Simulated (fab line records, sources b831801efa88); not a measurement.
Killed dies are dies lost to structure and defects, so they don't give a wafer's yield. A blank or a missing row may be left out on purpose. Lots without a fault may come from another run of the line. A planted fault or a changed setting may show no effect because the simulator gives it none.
Which tool did it? | flow gf180mcu | 12 lots, 36 wafers sampled, at 7 steps of a route of 602

WHAT THE GAUGES READ, wafer by wafer
GF_VT_IMPLANT_RS_MEAS_48: measures by four-point-probe. Usual: LVPWELL_RS 1197 ohm/sq, standard deviation 3.
lot  | measured     | on            | LVPWELL_RS (ohm/sq) | flag
L517 | day 7 19:33  | film_metro-04 | 1196 1198 1194      |
L518 | day 8 02:26  | film_metro-04 | 1197 1198 1196      |
L520 | day 8 14:05  | film_metro-02 | 1197 1198 1196      |
L523 | day 9 13:39  | film_metro-02 | 1196 1200 1198      |
L524 | day 9 21:04  | film_metro-03 | 1198 1199 1200      |
L525 | day 10 02:40 | film_metro-04 | 1200 1199 1198      |
L530 | day 11 09:25 | film_metro-02 | 1199 1202 1202      |
L531 | day 11 18:32 | film_metro-03 | 1195 1191 1188      |
L534 | day 12 13:05 | film_metro-02 | 1198 1200 1197      |
L535 | day 12 22:47 | film_metro-04 | 1196 1199 1198      |
L536 | day 13 05:33 | film_metro-03 | 1195 1196 1195      |
L537 | day 13 13:41 | film_metro-02 | 1196 1197 1196      |

GF_HV_LDD_CD_MEAS_07: target cd 400 nm. Usual: cd_nm 400.2 nm, standard deviation 2.6.
lot  | measured     | on        | cd_nm (nm)        | flag
L517 | day 10 05:25 | cd_sem-02 | 398.2 396.6 397.2 |
L518 | day 10 13:53 | cd_sem-01 | 401.1 401.6 400.7 |
L520 | day 11 02:39 | cd_sem-01 | 401.5 401.1 401.9 |
L523 | day 12 04:52 | cd_sem-02 | 397.5 396.3 398.0 |
L524 | day 12 12:38 | cd_sem-02 | 397.1 397.0 397.9 |
L525 | day 12 17:45 | cd_sem-01 | 400.5 402.8 402.7 |
L530 | day 14 05:23 | cd_sem-02 | 396.5 398.6 401.1 |
L531 | day 14 14:01 | cd_sem-01 | 398.0 398.9 397.8 |
L534 | day 15 10:37 | cd_sem-01 | 403.6 403.2 403.7 |
L535 | day 15 21:32 | cd_sem-02 | 402.8 403.6 402.2 |
L536 | day 16 06:43 | cd_sem-02 | 401.4 402.9 399.7 |
L537 | day 16 11:27 | cd_sem-02 | 401.7 402.2 401.7 |

GF_HV_LDD_CD_MEAS_19: target cd 400 nm. Usual: cd_nm 399.3 nm, standard deviation 2.1.
lot  | measured     | on        | cd_nm (nm)        | flag
L517 | day 11 00:07 | cd_sem-01 | 399.1 399.2 399.0 |
L518 | day 11 07:59 | cd_sem-01 | 399.1 397.3 397.4 |
L520 | day 11 21:38 | cd_sem-02 | 399.7 401.7 401.9 |
L523 | day 13 00:55 | cd_sem-02 | 400.2 401.8 400.6 |
L524 | day 13 08:30 | cd_sem-02 | 400.7 399.5 398.4 |
L525 | day 13 13:48 | cd_sem-01 | - - -             | OFF
L530 | day 15 03:17 | cd_sem-01 | 401.4 399.1 401.7 |
L531 | day 15 11:16 | cd_sem-01 | 396.8 397.6 397.4 |
L534 | day 16 08:22 | cd_sem-02 | 400.0 400.0 398.3 |
L535 | day 16 19:42 | cd_sem-02 | 399.3 401.2 399.1 |
L536 | day 17 05:22 | cd_sem-02 | 397.2 394.9 395.9 |
L537 | day 17 10:28 | cd_sem-02 | 396.8 397.7 396.5 |

GF_HV_LDD_TW_MEAS_23. Usual: HV_LDD_2_TW 1060, standard deviation 4.8.
lot  | measured     | on            | HV_LDD_2_TW    | flag
L517 | day 11 00:31 | film_metro-03 | 1060 1062 1059 |
L518 | day 11 08:24 | film_metro-02 | 1052 1049 1056 |
L520 | day 11 22:02 | film_metro-02 | 1050 1056 1058 |
L523 | day 13 01:18 | film_metro-03 | 1059 1051 1060 |
L524 | day 13 08:55 | film_metro-04 | 1065 1064 1067 |
L525 | day 13 14:13 | film_metro-02 | 30 30 30       | OFF
L530 | day 15 03:41 | film_metro-03 | 1061 1059 1061 |
L531 | day 15 11:39 | film_metro-02 | 1058 1065 1065 |
L534 | day 16 08:46 | film_metro-02 | 1056 1054 1051 |
L535 | day 16 20:07 | film_metro-04 | 1067 1065 1063 |
L536 | day 17 05:46 | film_metro-02 | 1055 1058 1061 |
L537 | day 17 10:50 | film_metro-03 | 1061 1059 1058 |

GF_HV_LDD_TW_MEAS_50. Usual: HV_LDD_4_TW 571, standard deviation 3.
lot  | measured     | on            | HV_LDD_4_TW    | flag
L517 | day 12 15:00 | film_metro-04 | 569 575 574    |
L518 | day 13 00:11 | film_metro-02 | 571 571 573    |
L520 | day 13 14:31 | film_metro-03 | 565 567 566    |
L523 | day 14 19:28 | film_metro-04 | 575 574 577    |
L524 | day 15 03:48 | film_metro-02 | 574 573 570    |
L525 | day 15 08:04 | film_metro-02 | 1104 1108 1111 | OFF
L530 | day 17 00:45 | film_metro-04 | 571 572 571    |
L531 | day 17 10:11 | film_metro-04 | 569 571 575    |
L534 | day 18 07:48 | film_metro-04 | 574 575 569    |
L535 | day 18 20:01 | film_metro-02 | 573 576 574    |
L536 | day 19 05:30 | film_metro-03 | 568 566 571    |
L537 | day 19 11:41 | film_metro-03 | 569 568 565    |

WHICH TOOL RAN EACH LOT (tool, then ch and the chambers of the sampled wafers, then the start)
lot  | GF_DUAL_GATE_STRIP_13                | GF_HV_LDD_EXPOSE_16
L517 | plasma_asher-03 ch 0,1, day 8 13:44  | iline_stepper-02 ch 0, day 10 15:07
L518 | plasma_asher-01 ch 0,1, day 8 21:44  | iline_stepper-02 ch 0, day 10 22:51
L520 | plasma_asher-03 ch 0,1, day 9 09:19  | iline_stepper-02 ch 0, day 11 12:02
L523 | plasma_asher-04 ch 1, day 10 09:14   | iline_stepper-01 ch 0, day 12 15:13
L524 | plasma_asher-04 ch 0,1, day 10 16:46 | iline_stepper-02 ch 0, day 12 23:22
L525 | plasma_asher-01 ch 0,1, day 10 23:17 | iline_stepper-02 ch 0, day 13 04:05
L530 | plasma_asher-04 ch 1, day 12 06:23   | iline_stepper-02 ch 0, day 14 16:22
L531 | plasma_asher-01 ch 1, day 12 16:59   | iline_stepper-02 ch 0, day 15 00:58
L534 | plasma_asher-01 ch 0,1, day 13 11:09 | iline_stepper-02 ch 0, day 15 22:24
L535 | plasma_asher-03 ch 0,1, day 13 21:40 | iline_stepper-01 ch 0, day 16 08:46
L536 | plasma_asher-04 ch 0,1, day 14 03:10 | iline_stepper-01 ch 0, day 16 17:52
L537 | plasma_asher-03 ch 0,1, day 14 12:05 | iline_stepper-02 ch 0, day 16 23:31
- GF_DUAL_GATE_STRIP_13: strips in O2/N2.
- GF_HV_LDD_EXPOSE_16: exposes mask Pplus LV AREA, target cd 400 nm.

WHAT THE TOOLS THEMSELVES READ (means of the sampled wafers that have a number; where no wafer has one, the mark that the record gives instead)
GF_DUAL_GATE_STRIP_13. Usual: drypump_motor_current_A 5.86 A, standard deviation 0.2; heater_power_w 333 W, standard deviation 15; oes_product_au 0.716 a.u., standard deviation 0.0045; strip_time_to_endpoint_s 12.62 s, standard deviation 0.035.
lot  | tool            | drypump_motor_current_A (A) | heater_power_w (W) | oes_product_au (a.u.) | strip_time_to_endpoint_s (s) | flag
L517 | plasma_asher-03 | 5.93                        | 326                | 0.718                 | 12.68                        |
L518 | plasma_asher-01 | 5.85                        | 330                | 0.711                 | 12.56                        |
L520 | plasma_asher-03 | 5.94                        | 325                | 0.716                 | 12.61                        |
L523 | plasma_asher-04 | 5.56                        | 345                | 0.714                 | 12.62                        |
L524 | plasma_asher-04 | 5.67                        | 323                | 0.714                 | 12.60                        |
L525 | plasma_asher-01 | 5.92                        | 347                | 0.714                 | 12.57                        |
L530 | plasma_asher-04 | 5.61                        | 346                | 0.714                 | 12.64                        |
L531 | plasma_asher-01 | 5.97                        | 368                | 0.714                 | 12.67                        |
L534 | plasma_asher-01 | 5.86                        | 333                | 0.715                 | 12.63                        |
L535 | plasma_asher-03 | 6.06                        | 334                | 0.717                 | 12.62                        |
L536 | plasma_asher-04 | 5.63                        | 337                | 0.712                 | 12.67                        |
L537 | plasma_asher-03 | 6.06                        | 334                | 0.719                 | 12.62                        |

THE ANSWER, worked out from the rows above alone
Rule: a lot is off if the mean of its wafers that have a number lies more than 3 standard deviations from the usual mean. A lot without any number at a reading at which 4 lots or more have one is off too. The other lots that the step has rows for count as sound. The gauges are gone through in route order, then the tools' own readings, and for those a lot's mean is taken as printed above. The first step at which some lot is off is used, and at that step the reading that is off furthest; a lot without a number counts as furthest.
Off: L525, at GF_HV_LDD_CD_MEAS_19 (cd_nm). Without a number there: L525.
A tool fits if, at a process step before that reading, it ran every lot that is off, and no sound lot after the first of them. The gauges at GF_HV_LDD_CD_MEAS_19 aren't tried: what is off there is off at GF_HV_LDD_TW_MEAS_23 too, on other tools, and a gauge's error can't cause that. None of those tried fits.

WHAT THE SIMULATOR HAD PUT IN
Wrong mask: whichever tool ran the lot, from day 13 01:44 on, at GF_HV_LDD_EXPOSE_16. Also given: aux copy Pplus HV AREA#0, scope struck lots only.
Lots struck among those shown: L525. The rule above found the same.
